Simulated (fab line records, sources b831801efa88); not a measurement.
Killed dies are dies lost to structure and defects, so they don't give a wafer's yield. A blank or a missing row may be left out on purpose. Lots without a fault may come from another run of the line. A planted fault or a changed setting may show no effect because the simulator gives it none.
fab line records | flow sky130
record lots=7 wafers=21 last_day=49
route steps=708 shown METAL1@440
lots that met no fault: from a run of the same line without faults
start_h: hours from the record's first day to the start of the lot's first wafer shown | wait_h: hours since the lot's step before | " the same as in the row above | L1.1+2: a row that stands for several wafers | - no value, or no start given | * or withheld: withheld | < > ~ a bound
route shown NAME@n: a module of which the file shows steps, and the number in the route of the first | usual: mean/standard deviation of fault-free wafers | same: alike in all rows | chamber/n: place in a boat | sites: the reading at each site | _std_site: their standard deviation | _edge_site: outer sites' mean less inner sites' | radius_mm: how far each site lies from the wafer's centre | mask NAME#n: copy n | behind: the tool/chamber that last shaped the wafer | hold: why the lot was held/for how many hours/how that ended | device: the transistor (n, p or np) that didn't switch | end of line: the same wafers' tests at the end of the route | a step without rows: its recipe alone | killed: dies lost to structure and defects at the first sort, not the wafer's yield | map: a wafer's dies, x killed, . not, _ none there
set.NAME: the setting as run; set.NAME@STEP: as run at that earlier step | model.NAME: the simulator's own value behind a step, which no gauge read
lots at some steps of the route; a table a step, a row a wafer
services: from which hour (start_h, from the record's first day; less than 0 if before it) a tool's chamber was out of use, for how many hours, and why
## steps
# step SKY_METAL1_THK_MEAS_06
# recipe thk_meas_gauge=xrf reads=AlCu_of_METAL1_SPUTTER_02
# usual METAL1_ALCU_THK=249/3.1
# columns lot.wafer tool chamber start_h wait_h METAL1_ALCU_THK[nm]
L381.1 film_metro-03 - 736.84 0.1 253
L381.2 " - " " 252
L381.3 " - " " 252
L384.1 film_metro-03 - 779.18 0.1 250
L384.4 " - " " 255
L384.6 " - " " 254
L385.3 film_metro-02 - 782.20 0.1 251
L385.4 " - " " 250
L385.5 " - " " 254
L386.2 film_metro-01 - 785.69 0.1 246
L386.5 " - " " 247
L386.6 " - " " 249
L397.2 film_metro-02 - 871.74 0.1 249
L397.3 " - " " 248
L397.6 " - " " 249
L398.1 film_metro-02 - 877.25 0.1 248
L398.2 " - " " 251
L398.6 " - " " 252
L401.2 film_metro-01 - 889.64 0.1 243
L401.5 " - " " 243
L401.6 " - " " 239
# step SKY_METAL1_DEHYDRATE_07
# recipe temp_c=200 time_s=60
# step SKY_METAL1_HMDS_08
# recipe prime_time_s=60 prime_temp_c=120
# step SKY_METAL1_COAT_09
# recipe resist=BARC temp_c=withheld time_s=withheld spin_rpm=3000 resist_thk_nm=60
# step SKY_METAL1_COAT_10
# recipe resist=KrF-thick spin_rpm=3000 resist_thk_nm=450
# step SKY_METAL1_SOFTBAKE_11
# recipe temp_c=100 time_s=90 resist=KrF-thick
# step SKY_METAL1_EXPOSE_12
# recipe mask_id=MM1 na=0.8 source_shape=annular sigma_inner=0.55 sigma_outer=0.85 target_cd_nm=140 dose_mj=27.43
# step SKY_METAL1_PEB_13
# recipe peb_temp_c=withheld peb_time_s=withheld resist=KrF-thick
# step SKY_METAL1_DEVELOP_14
# recipe develop_time_s=60 resist=KrF-thick dev_temp_c=21
# step SKY_METAL1_CD_MEAS_15
# recipe target_cd_nm=140
# usual cd_nm=140.1/1.4
# columns lot.wafer tool chamber start_h wait_h cd_nm
L381.1 cd_sem-01 - 763.36 - 142.0
L381.2 " - " " 140.3
L381.3 " - " " 141.5
L384.1 cd_sem-01 - 806.03 - 139.7
L384.4 " - " " 141.0
L384.6 " - " " 140.1
L385.3 cd_sem-02 - 808.95 - 138.3
L385.4 " - " " 139.8
L385.5 " - " " 139.6
L386.2 cd_sem-02 - 812.80 - 139.4
L386.5 " - " " 139.2
L386.6 " - " " 138.9
L397.2 cd_sem-01 - 897.70 - 139.0
L397.3 " - " " 139.9
L397.6 " - " " 141.9
L398.1 cd_sem-01 - 902.98 - 140.9
L398.2 " - " " 140.9
L398.6 " - " " 141.0
L401.2 cd_sem-02 - 914.63 - 138.9
L401.5 " - " " 139.5
L401.6 " - " " 138.8
# step SKY_METAL1_OVL_MEAS_16
# usual METAL1_OVL=-4/5.6
# columns lot.wafer tool chamber start_h wait_h METAL1_OVL[nm]
L381.1 overlay-02 - 763.48 0.1 5
L381.2 " - " " 2
L381.3 " - " " -1
L384.1 overlay-02 - 806.15 0.1 -4
L384.4 " - " " -13
L384.6 " - " " -11
L385.3 overlay-02 - 809.05 0.1 0
L385.4 " - " " -4
L385.5 " - " " -5
L386.2 overlay-02 - 812.91 0.1 -12
L386.5 " - " " -3
L386.6 " - " " -3
L397.2 overlay-01 - 897.81 0.1 0
L397.3 " - " " 8
L397.6 " - " " 1
L398.1 overlay-01 - 903.10 0.1 -8
L398.2 " - " " -11
L398.6 " - " " -13
L401.2 overlay-02 - 914.74 0.1 -2
L401.5 " - " " -5
L401.6 " - " " -7
# step SKY_METAL1_DESCUM_17
# recipe chemistry=O2 source_power_w=150 bias_power_w=0 pressure_mtorr=10 temp_c=40 time_s=8
# usual drypump_motor_current_A=6.15/0.19 oes_product_au=0.999/0.012
# columns lot.wafer tool chamber start_h wait_h drypump_motor_current_A oes_product_au rf_hours_counter_h
L381.1 rie_metal-04 0 763.52 0.0 6.58 0.994 6
L381.2 " 1 " " 6.02 0.988 0
L381.3 " 1 " " 6.01 0.999 -
L384.1 rie_metal-04 0 806.19 0.0 6.61 0.995 8
L384.4 " 1 " " 6.00 0.994 -
L384.6 " 0 " " 6.61 0.994 -
L385.3 rie_metal-03 0 809.08 0.0 6.03 0.992 -
L385.4 " 1 " " 6.21 1.005 -
L385.5 " 1 " " 6.23 1.020 -
L386.2 rie_metal-01 1 812.94 0.0 5.99 0.991 17
L386.5 " 0 " " 6.08 1.010 -
L386.6 " 1 " " 5.99 0.995 -
L397.2 rie_metal-03 1 897.84 0.0 6.20 1.022 12
L397.3 " 1 " " 6.21 1.032 -
L397.6 " 1 " " 6.22 1.019 -
L398.1 rie_metal-04 0 903.14 0.0 6.59 1.005 12
L398.2 " 1 " " 6.00 0.998 5
L398.6 " 1 " " 6.02 0.994 -
L401.2 rie_metal-01 1 914.77 0.0 6.00 0.990 3
L401.5 " 0 " " 6.10 0.988 -
L401.6 " 1 " " 6.01 0.999 -
# step SKY_METAL1_ETCH_18
# recipe chemistry=N2/H2 target=BARC ion_energy_ev=200 bias_w=100 pressure_mtorr=30 n2_flow_sccm=100 h2_flow_sccm=200 icp_w=500 stop_on=SiO2 time_s=45.9 target_depth_a=600
# usual bias_w=100.0/0.31 chamber_pressure_mTorr=29.99/0.051 drypump_motor_current_A=6.16/0.19 oes_product_au=0.855/0.0044 throttle_valve_pct=13.225/0.0086
# columns lot.wafer tool chamber start_h wait_h bias_w chamber_pressure_mTorr drypump_motor_current_A oes_product_au rf_hours_counter_h throttle_valve_pct model.KrF-thick_of_METAL1_COAT_10.thk_nm
L381.1 rie_metal-04 0 763.55 0.0 100.6 29.98 6.61 0.856 6 13.226 395.9
L381.2 " 1 " " 99.8 30.06 6.01 0.850 0 13.219 394.9
L381.3 " 1 " " 100.3 30.06 6.00 0.853 - 13.211 396.1
L384.1 rie_metal-04 0 806.22 0.0 - - - - - - 437.4
L384.4 " 1 " " - - - - - - 436.5
L384.6 " 0 " " - - - - - - 437.1
L385.3 rie_metal-03 0 809.12 0.0 - - - - - - 436
L385.4 " 1 " " - - - - - - 434.6
L385.5 " 1 " " - - - - - - 434.7
L386.2 rie_metal-01 1 812.97 0.0 - - - - - - 435.8
L386.5 " 0 " " - - - - - - 433.8
L386.6 " 1 " " - - - - - - 435
L397.2 rie_metal-03 1 897.87 0.0 99.6 30.02 6.27 0.861 12 13.225 390.4
L397.3 " 1 " " 100.0 29.95 6.25 0.844 - 13.230 390.7
L397.6 " 1 " " 100.2 30.02 6.27 0.847 - 13.223 391.2
L398.1 rie_metal-04 0 903.17 0.0 100.3 29.94 6.62 0.853 12 13.224 393.5
L398.2 " 1 " " 100.0 30.02 6.00 0.853 5 13.214 393.8
L398.6 " 1 " " 99.9 29.95 6.00 0.853 - 13.230 392.7
L401.2 rie_metal-01 1 914.80 0.0 99.8 30.03 5.99 0.858 3 13.218 392.6
L401.5 " 0 " " 99.6 29.99 6.09 0.851 - 13.232 392.9
L401.6 " 1 " " 99.8 29.96 5.98 0.855 - 13.223 393.3
# step SKY_METAL1_METAL_ETCH_19
# recipe target_depth_a=3600 stop_on=SiO2 over_etch_frac=0.3 time_s=78 chemistry=Cl2/BCl3 resist_sidewall_deg=88 pressure_mtorr=10 icp_w=900 bias_w=48.5 Cl2_flow_sccm=60 bcl3_flow_sccm=30
# usual bcl3_flow_sccm=30.02/0.083 bias_w=48.50/0.15 drypump_motor_current_A=6.15/0.2 oes_product_au=0.855/0.0063 throttle_valve_pct=22.264/0.0095
# columns lot.wafer tool chamber start_h wait_h bcl3_flow_sccm bias_w drypump_motor_current_A oes_product_au rf_hours_counter_h throttle_valve_pct model.KrF-thick_of_METAL1_COAT_10.thk_nm
L381.1 rie_metal-04 0 763.61 0.0 30.00 48.50 6.61 0.850 6 22.288 162.6
L381.2 " 1 " " 30.12 48.42 6.02 0.854 0 22.257 159.5
L381.3 " 1 " " 29.96 48.41 6.01 0.860 - 22.275 161.3
L384.1 rie_metal-04 0 806.28 0.0 30.03 48.56 6.63 0.377 8 22.272 203.1
L384.4 " 1 " " 30.07 48.38 6.00 0.368 - 22.274 205.6
L384.6 " 0 " " 30.03 48.34 6.62 0.382 - 22.276 206.2
L385.3 rie_metal-03 0 809.20 0.1 30.03 48.38 6.01 0.380 - 22.281 205.1
L385.4 " 1 " " 29.90 48.87 6.20 0.372 - 22.267 193.1
L385.5 " 1 " " 29.91 48.59 6.23 0.373 - 22.262 195.9
L386.2 rie_metal-01 1 813.03 0.0 30.08 48.37 5.96 0.371 17 22.256 201.4
L386.5 " 0 " " 30.20 48.54 6.06 0.382 - 22.273 200
L386.6 " 1 " " 30.02 48.42 5.96 0.376 - 22.263 201.4
L397.2 rie_metal-03 1 897.93 0.0 29.96 48.40 6.25 0.862 12 22.263 148.5
L397.3 " 1 " " 29.91 48.42 6.26 0.862 - 22.261 148.4
L397.6 " 1 " " 29.92 48.45 6.25 0.846 - 22.274 149.1
L398.1 rie_metal-04 0 903.23 0.0 29.91 48.82 6.61 0.861 12 22.259 156.2
L398.2 " 1 " " 30.02 48.59 6.02 0.862 5 22.281 159.4
L398.6 " 1 " " 30.08 48.55 6.01 0.863 - 22.263 159.1
L401.2 rie_metal-01 1 914.86 0.0 30.15 48.39 5.99 0.848 3 22.274 157.2
L401.5 " 0 " " 30.04 48.37 6.12 0.855 - 22.277 158.8
L401.6 " 1 " " 30.13 48.00 5.98 0.846 - 22.263 157.2
# step SKY_METAL1_STRIP_20
# recipe chemistry=O2/N2 power_w=1400 pressure_mtorr=1500 platen_temp_c=withheld o2_flow_sccm=3000 n2_flow_sccm=300 overash_fraction=0.5
# usual drypump_motor_current_A=6.0/0.35 oes_product_au=0.343/0.0049 strip_time_to_endpoint_s=2.70/0.056
# columns lot.wafer tool chamber start_h wait_h drypump_motor_current_A oes_product_au rf_hours_counter_h strip_time_to_endpoint_s
L381.1 plasma_asher-04 0 763.70 0.1 6.5 0.345 33 2.74
L381.2 " 1 " " 6.2 0.344 33 2.72
L381.3 " 0 " " 6.5 0.343 - 2.72
L384.1 plasma_asher-02 1 806.37 0.1 5.8 0.360 94 3.18
L384.4 " 1 " " 5.8 0.368 - 3.21
L384.6 " 1 " " 5.8 0.362 - 3.21
L385.3 plasma_asher-04 0 809.29 0.1 6.5 0.369 - 3.20
L385.4 " 1 " " 6.2 0.358 - 3.08
L385.5 " 0 " " 6.5 0.361 - 3.11
L386.2 plasma_asher-04 0 813.12 0.1 6.5 0.365 37 3.17
L386.5 " 1 " " 6.2 0.363 - 3.14
L386.6 " 0 " " 6.5 0.365 - 3.16
L397.2 plasma_asher-03 0 898.02 0.1 5.8 0.347 80 2.57
L397.3 " 1 " " 5.5 0.328 - 2.58
L397.6 " 1 " " 5.5 0.334 - 2.58
L398.1 plasma_asher-03 1 903.32 0.1 5.5 0.338 81 2.66
L398.2 " 0 " " 5.7 0.339 81 2.71
L398.6 " 1 " " 5.5 0.340 - 2.71
L401.2 plasma_asher-02 1 914.95 0.1 5.8 0.337 105 2.67
L401.5 " 1 " " 5.8 0.343 - 2.69
L401.6 " 0 " " 5.6 0.336 - 2.69
# step SKY_METAL1_STRIP_21
# recipe chemistry=post_etch_residue_remover time_s=1200 temp_c=72.5
## services
# columns tool chamber start_h hours kind
rie_metal-04 1 740.42 - clean
rie_metal-04 1 740.42 17.4 scheduled_down
rie_metal-04 1 740.42 17.4 vent_cycle
rie_metal-01 0 758.57 5.9 repair
plasma_asher-04 - 759.80 0.3 repair
rie_metal-01 0 764.51 - clean
rie_metal-01 0 764.51 41.4 scheduled_down
rie_metal-01 0 764.51 41.4 vent_cycle
rie_metal-04 1 777.11 13.6 repair
rie_metal-01 - 788.56 2.8 pm
plasma_asher-03 - 794.89 1.0 repair
rie_metal-01 1 839.15 - clean
rie_metal-01 1 839.15 16.6 scheduled_down
rie_metal-01 1 839.15 16.6 vent_cycle
plasma_asher-02 - 872.48 3.7 repair
rie_metal-04 - 886.05 0.5 repair
plasma_asher-02 - 912.93 1.5 repair
## key
first_sign step=SKY_METAL1_ETCH_18 reading=tool_record direction=missing
effect step=SKY_METAL1_METAL_ETCH_19 reading=oes_product_au direction=down sigmas=76 usual=0.855 struck=0.376
effect step=SKY_METAL1_STRIP_20 reading=strip_time_to_endpoint_s direction=up sigmas=8.3 usual=* struck=*
model_effect step=SKY_METAL1_ETCH_18 value=KrF-thick_of_METAL1_COAT_10.thk_nm without=392 struck=435.7
model_effect step=SKY_METAL1_METAL_ETCH_19 value=KrF-thick_of_METAL1_COAT_10.thk_nm without=157.6 struck=201.3
met_at SKY_METAL1_ETCH_18
struck_wafers L384.1,L384.4,L384.6,L385.3,L385.4,L385.5,L386.2,L386.5,L386.6
later_rows_left_out L384.1,L384.4,L384.6,L385.3,L385.4,L385.5,L386.2,L386.5,L386.6
sort_left_out L384.1,L384.4,L384.6,L385.3,L385.4,L385.5,L386.2,L386.5,L386.6
onset_between 763.55 806.22
fault kind=skipped_step_whole tool=rie_metal-01,rie_metal-03,rie_metal-04 chamber=- onset_h=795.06 steps=SKY_METAL1_ETCH_18 scope=struck_lots_only
# sort_left_out: the simulated sort isn't trusted on such a fault, so these wafers' sort isn't shown, and their yield isn't known
# later_rows_left_out: the simulator's readings of these wafers behind a module that went badly wrong aren't trusted and aren't shown, but for the sort
